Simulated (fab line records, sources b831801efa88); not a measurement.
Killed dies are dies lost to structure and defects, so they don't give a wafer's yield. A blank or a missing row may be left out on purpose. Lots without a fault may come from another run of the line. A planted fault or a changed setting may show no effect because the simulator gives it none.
Which tool did it? | flow sky130 | 11 lots, 33 wafers sampled, at 4 steps of a route of 708

WHAT THE GAUGES READ, wafer by wafer
SKY_VT_ADJUST_HVTR_TW_MEAS_11.
lot  | measured     | on            | VT_ADJUST_HVTR_TW
L780 | day 9 16:07  | film_metro-04 | 211.3 209.7 210.3
L781 | day 10 00:13 | film_metro-02 | 213.1 214.0 213.5
L783 | day 10 11:40 | film_metro-02 | 214.0 213.2 213.1
L790 | day 12 16:47 | film_metro-03 | 213.8 212.3 213.2
L791 | day 13 01:04 | film_metro-04 | 209.5 210.2 211.0
L792 | day 13 11:28 | film_metro-04 | 211.3 210.8 210.8
L798 | day 15 16:25 | film_metro-04 | 210.5 209.9 210.4
L799 | day 15 20:35 | film_metro-02 | 212.7 213.8 213.4
L800 | day 16 01:08 | film_metro-02 | 211.8 210.8 212.3
L802 | day 16 10:10 | film_metro-04 | 208.9 208.6 208.4
L801 | day 16 14:13 | film_metro-04 | 210.3 210.3 209.4

SKY_GATE_OXIDE_TW_MEAS_14.
lot  | measured     | on            | GATE_OXIDE_TW
L780 | day 13 22:29 | film_metro-04 | 224.2 223.9 225.0
L781 | day 14 08:49 | film_metro-02 | 226.2 226.4 226.2
L783 | day 15 00:16 | film_metro-03 | 225.8 224.5 223.1
L790 | day 17 14:03 | film_metro-02 | 223.2 224.2 224.3
L791 | day 17 22:01 | film_metro-04 | 223.3 222.5 224.6
L792 | day 18 09:47 | film_metro-02 | 225.6 225.8 225.8
L798 | day 21 00:32 | film_metro-04 | 222.8 223.6 222.8
L799 | day 21 02:14 | film_metro-02 | 225.5 225.0 225.3
L800 | day 21 10:35 | film_metro-04 | 223.3 225.3 224.0
L802 | day 21 17:25 | film_metro-02 | 226.1 225.1 226.3
L801 | day 21 23:40 | film_metro-04 | 224.7 222.9 223.9

SKY_POLY_GATE_THK_MEAS_01.
lot  | measured     | on            | POLY_GATE_CVD_00_THK (nm)
L780 | day 14 01:28 | film_metro-03 | 181.1 180.0 180.9
L781 | day 14 12:08 | film_metro-02 | 180.4 179.4 180.7
L783 | day 15 03:52 | film_metro-03 | 179.0 180.9 180.1
L790 | day 17 17:17 | film_metro-03 | 134.8 133.8 134.4
L791 | day 18 01:38 | film_metro-03 | 137.9 137.9 138.0
L792 | day 18 13:03 | film_metro-01 | 133.3 135.4 132.8
L798 | day 21 03:23 | film_metro-03 | 183.6 183.2 183.7
L799 | day 21 05:04 | film_metro-03 | 182.1 181.4 180.9
L800 | day 21 14:06 | film_metro-02 | 178.7 180.4 178.2
L802 | day 21 20:15 | film_metro-02 | 179.9 180.6 180.8
L801 | day 22 02:30 | film_metro-03 | 178.0 180.5 179.5

WHICH TOOL RAN EACH LOT (tool, then ch and the chambers of the sampled wafers, then the start)
lot  | SKY_POLY_GATE_CVD_00
L780 | lpcvd-01 ch 0, day 14 00:15
L781 | lpcvd-01 ch 0, day 14 10:56
L783 | lpcvd-01 ch 1, day 15 02:39
L790 | lpcvd-01 ch 1, day 17 16:05
L791 | lpcvd-01 ch 0, day 18 00:25
L792 | lpcvd-01 ch 1, day 18 11:50
L798 | lpcvd-01 ch 0, day 21 02:10
L799 | lpcvd-01 ch 0, day 21 03:52
L800 | lpcvd-01 ch 0, day 21 12:17
L802 | lpcvd-01 ch 1, day 21 19:03
L801 | lpcvd-01 ch 1, day 22 01:18
- SKY_POLY_GATE_CVD_00: deposits poly-Si, target thk 180 nm, time 720 s.

WHAT THE TOOLS THEMSELVES READ (means of the sampled wafers that have a number; where no wafer has one, the mark that the record gives instead)
SKY_POLY_GATE_CVD_00.
lot  | tool     | spike_tc_bottom_C (C) | spike_tc_centre_C (C) | spike_tc_lower_C (C) | spike_tc_top_C (C) | spike_tc_upper_C (C)
L780 | lpcvd-01 | 645                   | 621.2                 | 617.8                | 638.8              | 623.0
L781 | lpcvd-01 | 645                   | 621.2                 | 617.4                | 638.2              | 621.5
L783 | lpcvd-01 | 638                   | 622.9                 | 619.3                | 641.6              | 618.6
L790 | lpcvd-01 | 625                   | 610.4                 | 607.0                | 629.2              | 606.1
L791 | lpcvd-01 | 633                   | 610.0                 | 605.7                | 626.7              | 610.1
L792 | lpcvd-01 | 625                   | 610.4                 | 607.5                | 629.5              | 606.5
L798 | lpcvd-01 | 645                   | 620.5                 | 618.6                | 639.1              | 621.9
L799 | lpcvd-01 | 645                   | 622.1                 | 618.3                | 638.0              | 622.7
L800 | lpcvd-01 | 645                   | 621.8                 | 617.6                | 638.6              | 622.6
L802 | lpcvd-01 | 638                   | 622.5                 | 620.1                | 641.2              | 618.5
L801 | lpcvd-01 | 637                   | 622.8                 | 619.5                | 641.9              | 619.2

THE ANSWER, worked out from the rows above alone
Rule: what is usual is taken from the lots themselves. Put in order of their means at a reading, lots are off if they are a third of the lots or fewer, leave a main group of 4 or more, and stand apart from it by a gap of 3 or more times the standard deviation of the main group's means; of several such gaps the widest counts. A main group whose means are all the same, to the digits that the tables above print for the reading, isn't used. A lot without any number at a reading at which 4 lots or more have one is off too. The other lots that the step has rows for count as sound. The gauges are gone through in route order, then the tools' own readings, and for those a lot's mean is taken as printed above. The first step at which some lot is off is used, and at that step the reading that is off furthest; a lot without a number counts as furthest.
Off: L790, L791, L792, at SKY_POLY_GATE_THK_MEAS_01 (POLY_GATE_CVD_00_THK). The main group: mean 180.6 nm, standard deviation 1.3.
A tool fits if, at a process step before that reading, it ran every lot that is off, and no sound lot after the first of them. The gauges at SKY_POLY_GATE_THK_MEAS_01 aren't tried: what is off there is off at SKY_POLY_GATE_CVD_00 too, on other tools, and a gauge's error can't cause that. None of those tried fits.

WHAT THE SIMULATOR HAD PUT IN
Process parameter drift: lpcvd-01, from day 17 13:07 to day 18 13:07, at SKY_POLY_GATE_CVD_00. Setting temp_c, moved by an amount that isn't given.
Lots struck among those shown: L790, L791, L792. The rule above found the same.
